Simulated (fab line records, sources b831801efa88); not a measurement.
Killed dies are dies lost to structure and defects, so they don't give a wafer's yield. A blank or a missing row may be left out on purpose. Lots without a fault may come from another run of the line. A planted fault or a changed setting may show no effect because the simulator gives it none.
fab line records | flow sky130
record lots=7 wafers=21 last_day=50
route steps=708 shown LOCAL_INTERCONNECT@402 CONTACT@406 PAD_OPEN@708
lots that met no fault: from a run of the same line without faults
start_h: hours from the record's first day to the start of the lot's first wafer shown | wait_h: hours since the lot's step before | " the same as in the row above | L1.1+2: a row that stands for several wafers | - no value, or no start given | * or withheld: withheld | < > ~ a bound
route shown NAME@n: a module of which the file shows steps, and the number in the route of the first | usual: mean/standard deviation of fault-free wafers | same: alike in all rows | chamber/n: place in a boat | sites: the reading at each site | _std_site: their standard deviation | _edge_site: outer sites' mean less inner sites' | radius_mm: how far each site lies from the wafer's centre | mask NAME#n: copy n | behind: the tool/chamber that last shaped the wafer | hold: why the lot was held/for how many hours/how that ended | device: the transistor (n, p or np) that didn't switch | end of line: the same wafers' tests at the end of the route | a step without rows: its recipe alone | killed: dies lost to structure and defects at the first sort, not the wafer's yield | map: a wafer's dies, x killed, . not, _ none there
set.NAME: the setting as run; set.NAME@STEP: as run at that earlier step | model.NAME: the simulator's own value behind a step, which no gauge read
lots at some steps of the route; a table a step, a row a wafer
services: from which hour (start_h, from the record's first day; less than 0 if before it) a tool's chamber was out of use, for how many hours, and why
## steps
# step SKY_LOCAL_INTERCONNECT_STRIP_15
# recipe chemistry=O2/N2 power_w=1400 pressure_mtorr=1500 platen_temp_c=withheld o2_flow_sccm=3000 n2_flow_sccm=300 overash_fraction=0.5
# usual drypump_motor_current_A=6.0/0.44 oes_product_au=0.428/0.0044 strip_time_to_endpoint_s=4.734/0.018
# columns lot.wafer tool chamber start_h wait_h drypump_motor_current_A oes_product_au rf_hours_counter_h strip_time_to_endpoint_s
L653.1 plasma_asher-04 1 689.18 0.0 6.4 0.425 83 4.754
L653.5 " 1 " " 6.4 0.431 - 4.728
L653.6 " 0 " " 5.8 0.431 - 4.721
L659.2 plasma_asher-03 0 747.69 0.0 6.2 0.427 0 4.702
L659.4 " 1 " " 6.2 0.424 - 4.736
L659.6 " 1 " " 6.2 0.430 - 4.741
L662.2 plasma_asher-04 1 778.28 0.0 6.3 0.418 91 4.743
L662.3 " 1 " " 6.4 0.432 - 4.710
L662.4 " 0 " " 5.8 0.432 - 4.748
L664.2 plasma_asher-03 0 793.63 0.0 6.2 0.427 5 4.756
L664.5 " 0 " " 6.2 0.431 - 4.732
L664.6 " 1 " " 6.2 0.432 - 4.751
L666.1 plasma_asher-03 0 807.88 0.0 6.2 0.428 7 4.717
L666.2 " 1 " " 6.2 0.427 7 4.715
L666.5 " 0 " " 6.2 0.436 - 4.704
L674.1 plasma_asher-03 1 867.03 0.0 6.2 0.422 14 4.748
L674.2 " 0 " " 6.2 0.430 14 4.702
L674.4 " 1 " " 6.2 0.426 - 4.717
L676.1 plasma_asher-04 1 881.98 0.0 6.4 0.428 97 4.737
L676.5 " 1 " " 6.4 0.434 - 4.716
L676.6 " 0 " " 5.7 0.430 - 4.693
# step SKY_LOCAL_INTERCONNECT_STRIP_16
# recipe chemistry=post_etch_residue_remover time_s=1200 temp_c=72.5
# step SKY_LOCAL_INTERCONNECT_CLEAN_17
# recipe chemistry=IPA time_s=180 temp_c=25
# step SKY_LOCAL_INTERCONNECT_CLEAN_18
# recipe chemistry=O3/DIW dry=n2_spin
# step SKY_CONTACT_CVD_00
# recipe material=Si3N4 target_thk_nm=75 temp_c=400 time_s=withheld rf_w=450
# usual heater_power_w=689/72 susceptor_temp_C=400.00/0.22
# columns lot.wafer tool chamber start_h wait_h heater_power_w susceptor_temp_C
L653.1 pecvd-04 2 689.81 0.0 590 400.09
L653.5 " 2 " " 595 399.97
L653.6 " 0 " " 739 400.24
L659.2 pecvd-03 2 748.32 0.0 611 400.41
L659.4 " 0 " " 757 400.22
L659.6 " 2 " " 612 400.14
L662.2 pecvd-04 1 778.89 0.0 785 399.90
L662.3 " 2 " " 608 400.40
L662.4 " 1 " " 802 399.81
L664.2 pecvd-01 2 794.22 0.0 703 400.01
L664.5 " 1 " " 790 399.95
L664.6 " 2 " " 710 400.24
L666.1 pecvd-03 2 808.47 0.0 725 399.61
L666.2 " 0 " " 762 400.31
L666.5 " 1 " " 710 400.04
L674.1 pecvd-04 1 867.62 0.0 665 400.07
L674.2 " 0 " " 707 400.07
L674.4 " 0 " " 704 400.57
L676.1 pecvd-04 0 882.61 0.0 724 400.21
L676.5 " 1 " " 653 400.01
L676.6 " 0 " " 695 400.34
# step SKY_CONTACT_THK_MEAS_01
# recipe reads=Si3N4_of_CONTACT_CVD_00
# usual CONTACT_CVD_00_THK=74.8/1.1
# columns lot.wafer tool chamber start_h wait_h CONTACT_CVD_00_THK[nm]
L653.1 film_metro-01 - 689.86 - 73.9
L653.5 " - " " 75.0
L653.6 " - " " 75.8
L659.2 film_metro-03 - 748.37 - 74.8
L659.4 " - " " 77.3
L659.6 " - " " 75.4
L662.2 film_metro-02 - 778.93 - 73.9
L662.3 " - " " 73.5
L662.4 " - " " 74.2
L664.2 film_metro-01 - 794.27 - 72.8
L664.5 " - " " 74.2
L664.6 " - " " 74.3
L666.1 film_metro-02 - 808.51 - 74.2
L666.2 " - " " 75.0
L666.5 " - " " 77.0
L674.1 film_metro-03 - 867.67 - 75.3
L674.2 " - " " 74.1
L674.4 " - " " 76.9
L676.1 film_metro-01 - 882.64 - 74.5
L676.5 " - " " 75.1
L676.6 " - " " 76.6
# step SKY_CONTACT_HDPCVD_02
# recipe material=SiO2 target_thk_nm=565 sigma_open_frac=0.3 time_s=94.2 temp_c=600 sih4_flow_sccm=60 pressure_mtorr=6
# step SKY_CONTACT_THK_MEAS_03
# recipe reads=SiO2_of_CONTACT_HDPCVD_02
# usual CONTACT_HDPCVD_THK=561/5.6
# columns lot.wafer tool chamber start_h wait_h CONTACT_HDPCVD_THK[nm]
L653.1 film_metro-03 - 689.99 0.0 559
L653.5 " - " " 555
L653.6 " - " " 567
L659.2 film_metro-02 - 748.49 0.0 559
L659.4 " - " " 558
L659.6 " - " " 555
L662.2 film_metro-02 - 779.24 0.2 564
L662.3 " - " " 562
L662.4 " - " " 558
L664.2 film_metro-03 - 794.40 0.0 557
L664.5 " - " " 559
L664.6 " - " " 561
L666.1 film_metro-03 - 808.64 0.0 565
L666.2 " - " " 554
L666.5 " - " " 559
L674.1 film_metro-01 - 867.80 0.0 579
L674.2 " - " " 563
L674.4 " - " " 560
L676.1 film_metro-03 - 882.77 0.0 562
L676.5 " - " " 565
L676.6 " - " " 560
# step SKY_CONTACT_CMP_04
# recipe material=SiO2 down_force_psi=4 platen_rpm=60 pad_velocity_m_s=0.94248
# usual edge_zone_pressure_frac=1.000/0.0055 motor_current_A=12.5/1.1 time_to_endpoint_s=82/5.1
# columns lot.wafer tool chamber start_h wait_h edge_zone_pressure_frac motor_current_A time_to_endpoint_s
L653.1 cmp-02 3 690.15 0.1 1.009 12.8 76
L653.6 " 1 " " 1.008 12.3 82
L653.5 " 2 " " 1.012 13.3 84
L659.4 cmp-02 0 748.59 0.1 0.989 12.6 87
L659.2 " 1 " " 0.990 12.1 81
L659.6 " 0 " " 0.993 11.5 87
L662.3 cmp-01 2 779.29 0.0 0.996 11.8 88
L662.4 " 3 " " 0.994 16.4 81
L662.2 " 1 " " 0.996 11.8 82
L664.2 cmp-02 1 794.55 0.1 0.995 11.8 78
L664.6 " 3 " " 0.996 12.4 76
L664.5 " 0 " " 0.996 11.5 87
L666.2 cmp-02 3 808.90 0.2 1.003 12.7 75
L666.1 " 1 " " 1.001 11.8 82
L666.5 " 2 " " 0.999 13.4 84
L674.2 cmp-02 2 867.86 0.0 0.997 13.1 84
L674.4 " 3 " " 0.999 13.0 77
L674.1 " 1 " " 1.004 12.2 80
L676.1 cmp-02 0 882.83 0.1 0.997 11.7 86
L676.6 " 0 " " 0.988 12.1 84
L676.5 " 1 " " 0.990 11.9 80
# step SKY_CONTACT_BOW_MEAS_05
# recipe mode=bow
# usual CONTACT_BOW=82/7
# columns lot.wafer tool chamber start_h wait_h CONTACT_BOW[um]
L653.1 film_metro-01 - 690.35 0.1 87
L653.5 " - " " 74
L653.6 " - " " 75
L659.2 film_metro-02 - 748.86 0.2 76
L659.4 " - " " 83
L659.6 " - " " 78
L662.2 film_metro-03 - 779.69 0.2 82
L662.3 " - " " 89
L662.4 " - " " 79
L664.2 film_metro-02 - 794.77 0.2 82
L664.5 " - " " 81
L664.6 " - " " 92
L666.1 film_metro-01 - 809.15 0.1 90
L666.2 " - " " 77
L666.5 " - " " 86
L674.1 film_metro-02 - 868.16 0.1 79
L674.2 " - " " 104
L674.4 " - " " 83
L676.1 film_metro-01 - 883.13 0.2 87
L676.5 " - " " 85
L676.6 " - " " 86
# step SKY_CONTACT_DEHYDRATE_06
# recipe temp_c=200 time_s=60
# step SKY_CONTACT_HMDS_07
# recipe prime_time_s=60 prime_temp_c=120
# step SKY_CONTACT_COAT_08
# recipe resist=BARC temp_c=withheld time_s=withheld spin_rpm=3000 resist_thk_nm=60
# usual dispense_pressure_kPa=56.3/1.9 spin_speed_rpm=3000.4/2
# columns lot.wafer tool chamber start_h wait_h dispense_pressure_kPa spin_speed_rpm
L653.1 litho_track-03 0 704.11 0.1 59.2 3002.2
L653.5 " 0 " " 59.2 2998.4
L653.6 " 0 " " 59.2 2999.8
L659.2 litho_track-01 0 762.29 0.1 54.6 2998.5
L659.4 " 0 " " 54.5 2998.4
L659.6 " 0 " " 54.5 3000.7
L662.2 litho_track-01 0 792.99 0.1 54.5 3243.3
L662.3 " 0 " " 54.5 3243.1
L662.4 " 0 " " 54.5 3244.3
L664.2 litho_track-01 0 807.94 0.1 54.5 3237.9
L664.5 " 0 " " 54.5 3240.2
L664.6 " 0 " " 54.5 3239.5
L666.1 litho_track-01 0 822.81 0.1 54.5 3242.3
L666.2 " 0 " " 54.5 3241.0
L666.5 " 0 " " 54.5 3239.2
L674.1 litho_track-04 0 881.12 0.1 56.0 2997.4
L674.2 " 0 " " 56.0 2998.5
L674.4 " 0 " " 56.1 2999.6
L676.1 litho_track-04 0 895.57 0.1 56.1 3002.6
L676.5 " 0 " " 56.1 3002.3
L676.6 " 0 " " 56.1 2999.2
# step SKY_CONTACT_COAT_09
# recipe resist=KrF-thick spin_rpm=3000 resist_thk_nm=450
# step SKY_CONTACT_SOFTBAKE_10
# recipe temp_c=100 time_s=90 resist=KrF-thick
# step SKY_CONTACT_EXPOSE_11
# recipe mask_id=CTM1 na=0.8 source_shape=annular sigma_inner=0.55 sigma_outer=0.85 target_cd_nm=170 dose_mj=38
# step SKY_CONTACT_PEB_12
# recipe peb_temp_c=withheld peb_time_s=withheld resist=KrF-thick
# step SKY_CONTACT_DEVELOP_13
# recipe develop_time_s=60 resist=KrF-thick dev_temp_c=21
# step SKY_CONTACT_CD_MEAS_14
# recipe target_cd_nm=170
# usual cd_nm=170.2/1.1
# columns lot.wafer tool chamber start_h wait_h cd_nm
L653.1 cd_sem-02 - 718.51 - 169.9
L653.5 " - " " 168.5
L653.6 " - " " 168.7
L659.2 cd_sem-01 - 776.18 - 170.3
L659.4 " - " " 173.2
L659.6 " - " " 170.7
L662.2 cd_sem-02 - 806.99 - 170.3
L662.3 " - " " 170.2
L662.4 " - " " 171.5
L664.2 cd_sem-02 - 822.04 - 171.5
L664.5 " - " " 170.8
L664.6 " - " " 171.8
L666.1 cd_sem-02 - 835.67 - 169.2
L666.2 " - " " 168.9
L666.5 " - " " 168.5
L674.1 cd_sem-02 - 893.52 - 168.9
L674.2 " - " " 168.6
L674.4 " - " " 168.5
L676.1 cd_sem-01 - 908.92 - 167.1
L676.5 " - " " 168.8
L676.6 " - " " 167.9
# step SKY_CONTACT_OVL_MEAS_15
# usual CONTACT_OVL=-1/5.8
# columns lot.wafer tool chamber start_h wait_h CONTACT_OVL[nm]
L653.1 overlay-02 - 718.63 0.1 -1
L653.5 " - " " -5
L653.6 " - " " 0
L659.2 overlay-02 - 776.29 0.1 1
L659.4 " - " " -6
L659.6 " - " " -4
L662.2 overlay-02 - 807.10 0.1 4
L662.3 " - " " 2
L662.4 " - " " -2
L664.2 overlay-01 - 822.15 0.1 8
L664.5 " - " " 1
L664.6 " - " " 2
L666.1 overlay-02 - 835.79 0.1 -1
L666.2 " - " " -3
L666.5 " - " " -5
L674.1 overlay-01 - 893.64 0.1 9
L674.2 " - " " 4
L674.4 " - " " -2
L676.1 overlay-01 - 909.04 0.1 -3
L676.5 " - " " -2
L676.6 " - " " -1
# step SKY_CONTACT_ETCH_16
# recipe chemistry=N2/H2 target=BARC ion_energy_ev=200 source_w=500 bias_w=100 pressure_mtorr=30 n2_flow_sccm=100 h2_flow_sccm=200 stop_on=SiO2 time_s=45.9 target_depth_a=600
# usual drypump_motor_current_A=5.8/0.31 oes_product_au=0.855/0.0046 throttle_valve_pct=13.225/0.0081
# columns lot.wafer tool chamber start_h wait_h drypump_motor_current_A oes_product_au rf_hours_counter_h throttle_valve_pct model.etch.depth_nm
L653.1 rie_diel-03 0 718.67 0.0 6.0 0.848 2 13.226 59.97
L653.5 " 1 " " 6.0 0.848 - 13.230 59.89
L653.6 " 0 " " 6.0 0.854 - 13.227 60.04
L659.2 rie_diel-03 3 776.32 0.0 5.9 0.857 10 13.228 60.36
L659.4 " 0 " " 6.0 0.852 3 13.226 60.32
L659.6 " 0 " " 6.0 0.860 - 13.234 60.41
L662.2 rie_diel-03 1 807.13 0.0 6.0 0.834 14 13.214 57.81
L662.3 " 2 " " 5.6 0.828 5 13.228 57.74
L662.4 " 3 " " 5.9 0.839 11 13.219 57.88
L664.2 rie_diel-03 3 822.18 0.0 5.8 0.840 11 13.214 57.9
L664.5 " 0 " " 6.1 0.835 - 13.225 57.71
L664.6 " 3 " " 5.9 0.830 - 13.213 57.85
L666.1 rie_diel-01 2 835.83 0.0 5.3 0.838 7 13.221 57.71
L666.2 " 3 " " 6.1 0.837 8 13.229 57.7
L666.5 " 0 " " 5.8 0.841 - 13.216 57.73
L674.1 rie_diel-02 0 893.68 0.0 5.4 0.856 11 13.202 59.93
L674.2 " 3 " " 6.2 0.846 20 13.229 59.95
L674.4 " 1 " " 5.1 0.853 10 13.230 59.89
L676.1 rie_diel-02 2 909.08 0.0 5.2 0.851 19 13.232 59.87
L676.5 " 1 " " 5.1 0.855 - 13.231 59.97
L676.6 " 2 " " 5.2 0.853 - 13.211 60.1
# step SKY_CONTACT_ETCH_17
# recipe target=SiO2 chemistry=C4F8/O2/Ar stop_on=Si3N4 mask_material=KrF-thick source_w=1500 bias_w=1200 pressure_mtorr=40 c4f8_flow_sccm=withheld O2_flow_sccm=6 Ar_flow_sccm=300 time_s=withheld target_depth_a=3400
# usual oes_product_au=0.891/0.0048
# columns lot.wafer tool chamber start_h wait_h oes_product_au
L653.1 rie_diel-03 0 718.71 0.0 0.886
L653.5 " 1 " " 0.892
L653.6 " 0 " " 0.893
L659.2 rie_diel-03 3 776.36 0.0 0.891
L659.4 " 0 " " 0.895
L659.6 " 0 " " 0.895
L662.2 rie_diel-03 1 807.17 0.0 0.889
L662.3 " 2 " " 0.887
L662.4 " 3 " " 0.895
L664.2 rie_diel-03 3 822.22 0.0 0.891
L664.5 " 0 " " 0.884
L664.6 " 3 " " 0.888
L666.1 rie_diel-01 2 835.87 0.0 0.897
L666.2 " 3 " " 0.894
L666.5 " 0 " " 0.890
L674.1 rie_diel-02 0 893.72 0.0 0.884
L674.2 " 3 " " 0.897
L674.4 " 1 " " 0.889
L676.1 rie_diel-02 2 909.12 0.0 0.897
L676.5 " 1 " " 0.890
L676.6 " 2 " " 0.896
# step SKY_PAD_OPEN_PROBE_99
# usual killed_at_M0_to_M3=43/7 killed_at_M4_up=3.0/1.9 killed_at_contacts=24/4.6 killed_at_front_end=15/4.1 killed_at_other=0.3/0.52 killed_dies=84/9.7 killed_open=46/6.9 killed_short=38/6.8
# same gross_dies=492 killed_at_back_side=0
# columns lot.wafer tool chamber start_h wait_h killed_at_M0_to_M3 killed_at_M4_up killed_at_contacts killed_at_front_end killed_at_other killed_dies killed_open killed_short
L659.2 prober-01 - 1108.15 0.1 32 2 27 22 0 83 46 36
L659.4 prober-01 - 1108.25 0.2 46 2 24 14 0 86 51 35
L659.6 prober-01 - 1108.35 0.2 38 7 21 9 0 75 41 33
L664.2 prober-01 - 1138.93 0.1 43 2 20 12 0 77 43 34
L664.5 prober-01 - 1139.08 0.2 51 4 27 13 0 95 50 42
L664.6 prober-01 - 1139.13 0.2 46 4 20 8 1 79 44 35
L666.1 prober-01 - 1150.93 0.1 41 9 26 11 1 88 41 46
L666.2 prober-01 - 1150.98 0.1 50 5 33 12 0 100 46 54
L666.5 prober-01 - 1151.13 0.2 46 2 24 17 1 90 44 45
L676.1 prober-01 - 1197.08 0.1 56 5 16 11 0 88 38 50
L676.5 prober-01 - 1197.28 0.2 54 2 25 21 1 103 61 42
L676.6 prober-01 - 1197.33 0.2 41 8 22 24 0 95 38 57
# killed by level:class
L659.2 VIA1:geometric_particle:open=12 CONTACT:geometric_particle:open=11 FIELD_ISO:geometric_particle:short=6 LI_CONTACT:geometric_particle:open=6 CONTACT:geometric_particle:short=5 METAL1:geometric_particle:short=5 FIELD_ISO:geometric_particle:open=4 VIA3:geometric_particle:short=4
L659.4 VIA2:geometric_particle:open=10 CONTACT:geometric_particle:open=8 VIA1:geometric_particle:open=8 VIA3:geometric_particle:open=7 VIA1:geometric_particle:short=6 POLY_GATE:geometric_particle:open=5 CONTACT:geometric_particle:short=5 FIELD_ISO:geometric_particle:open=4
L659.6 VIA1:geometric_particle:open=10 VIA3:geometric_particle:open=8 METAL4:geometric_particle:short=7 VIA2:geometric_particle:open=6 LI_CONTACT:geometric_particle:open=6 CONTACT:geometric_particle:open=6 METAL3:geometric_particle:short=5 LOCAL_INTERCONNECT:geometric_particle:short=4
L664.2 VIA2:geometric_particle:open=8 CONTACT:geometric_particle:open=7 VIA3:geometric_particle:open=7 METAL2:geometric_particle:short=6 LI_CONTACT:geometric_particle:open=5 VIA1:geometric_particle:open=5 FIELD_ISO:geometric_particle:short=4 LI_CONTACT:geometric_particle:short=4
L664.5 VIA1:geometric_particle:open=10 CONTACT:geometric_particle:open=9 VIA3:geometric_particle:open=8 METAL1:geometric_particle:short=7 LI_CONTACT:geometric_particle:open=7 LOCAL_INTERCONNECT:geometric_particle:short=6 METAL2:geometric_particle:short=6 VIA2:geometric_particle:short=5
L664.6 VIA1:geometric_particle:open=10 VIA2:geometric_particle:open=9 VIA3:geometric_particle:open=7 LI_CONTACT:geometric_particle:open=6 LI_CONTACT:geometric_particle:short=4 METAL1:geometric_particle:open=4 LOCAL_INTERCONNECT:geometric_particle:short=4 CONTACT:geometric_particle:open=4
L666.1 VIA1:geometric_particle:open=11 METAL2:geometric_particle:short=8 METAL4:geometric_particle:short=7 LOCAL_INTERCONNECT:geometric_particle:short=7 CONTACT:geometric_particle:short=7 LI_CONTACT:geometric_particle:open=5 CONTACT:geometric_particle:open=5 VIA3:geometric_particle:open=5
L666.2 METAL2:geometric_particle:short=9 CONTACT:geometric_particle:short=9 VIA2:geometric_particle:open=8 VIA1:geometric_particle:open=8 LI_CONTACT:geometric_particle:open=7 CONTACT:geometric_particle:open=7 VIA3:geometric_particle:open=7 LOCAL_INTERCONNECT:geometric_particle:short=6
L666.5 VIA1:geometric_particle:short=15 LI_CONTACT:geometric_particle:open=10 VIA2:geometric_particle:open=8 VIA1:geometric_particle:open=7 FIELD_ISO:geometric_particle:open=6 METAL2:geometric_particle:short=6 CONTACT:geometric_particle:open=5 POLY_GATE:geometric_particle:short=4
L676.1 METAL2:geometric_particle:short=11 VIA1:geometric_particle:short=10 VIA2:geometric_particle:open=10 VIA1:geometric_particle:open=8 CONTACT:geometric_particle:open=5 FIELD_ISO:geometric_particle:short=4 LOCAL_INTERCONNECT:geometric_particle:short=4 VIA2:geometric_particle:short=4
L676.5 CONTACT:geometric_particle:open=11 VIA1:geometric_particle:open=11 VIA3:geometric_particle:open=10 METAL2:geometric_particle:short=8 LI_CONTACT:geometric_particle:open=6 VIA1:geometric_particle:short=6 METAL1:geometric_particle:short=6 POLY_GATE:geometric_particle:open=5
L676.6 METAL1:geometric_particle:short=8 FIELD_ISO:geometric_particle:short=7 POLY_GATE:geometric_particle:short=7 METAL4:geometric_particle:short=7 METAL2:geometric_particle:short=6 CONTACT:geometric_particle:open=6 VIA1:geometric_particle:short=6 VIA1:geometric_particle:open=6
## services
# columns tool chamber start_h hours kind
pecvd-04 1 677.58 17.9 repair
cmp-02 - 678.34 2.1 repair
cmp-02 - 680.43 5.7 pm
plasma_asher-03 - 683.83 8.2 pm
plasma_asher-04 - 694.82 4.3 repair
rie_diel-02 2 699.33 7.5 repair
rie_diel-03 2 727.63 5.0 repair
rie_diel-02 0 730.39 1.2 repair
plasma_asher-03 - 733.75 9.0 pm
plasma_asher-04 - 740.58 4.5 repair
plasma_asher-03 - 742.75 2.8 pm
cmp-02 - 744.19 4.0 pm
rie_diel-02 - 749.64 1.0 repair
rie_diel-03 0 761.57 12.7 repair
plasma_asher-04 - 787.72 27.8 repair
plasma_asher-04 - 788.00 0.8 repair
pecvd-04 - 805.36 2.8 pm
plasma_asher-04 - 815.53 14.6 pm
pecvd-04 - 815.71 1.2 repair
plasma_asher-04 - 823.40 9.9 repair
pecvd-04 1 852.55 9.0 repair
pecvd-04 2 860.37 6.8 repair
rie_diel-03 1 865.51 3.0 repair
cmp-02 - 894.87 0.9 repair
## key
first_sign step=SKY_CONTACT_COAT_08 reading=spin_speed_rpm direction=up sigmas=99+ usual=3000.4 struck=3241.2
effect step=SKY_CONTACT_ETCH_16 reading=oes_product_au direction=down sigmas=4.1 usual=0.855 struck=0.836
model_effect step=SKY_CONTACT_ETCH_16 value=etch.depth_nm without=60.04 struck=57.78
met_at SKY_CONTACT_COAT_08
struck_wafers L662.2,L662.3,L662.4,L664.2,L664.5,L664.6,L666.1,L666.2,L666.5
tester_left_out L662,L664,L666
onset_between 762.29 792.99
fault kind=process_parameter_drift tool=litho_track-01 chamber=- onset_h=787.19 steps=SKY_CONTACT_COAT_08 channel=spin_rpm offset=239.53 shape=step end_h=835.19 acts_in=these_recipes_only stated=3000
# tester_left_out: of these lots the tester's yield and bins aren't shown, on N5 and GAA mostly nor the transistor test; their killed dies are dies lost to structure and defects alone, not to doping, threshold or leakage, so they don't give the yield
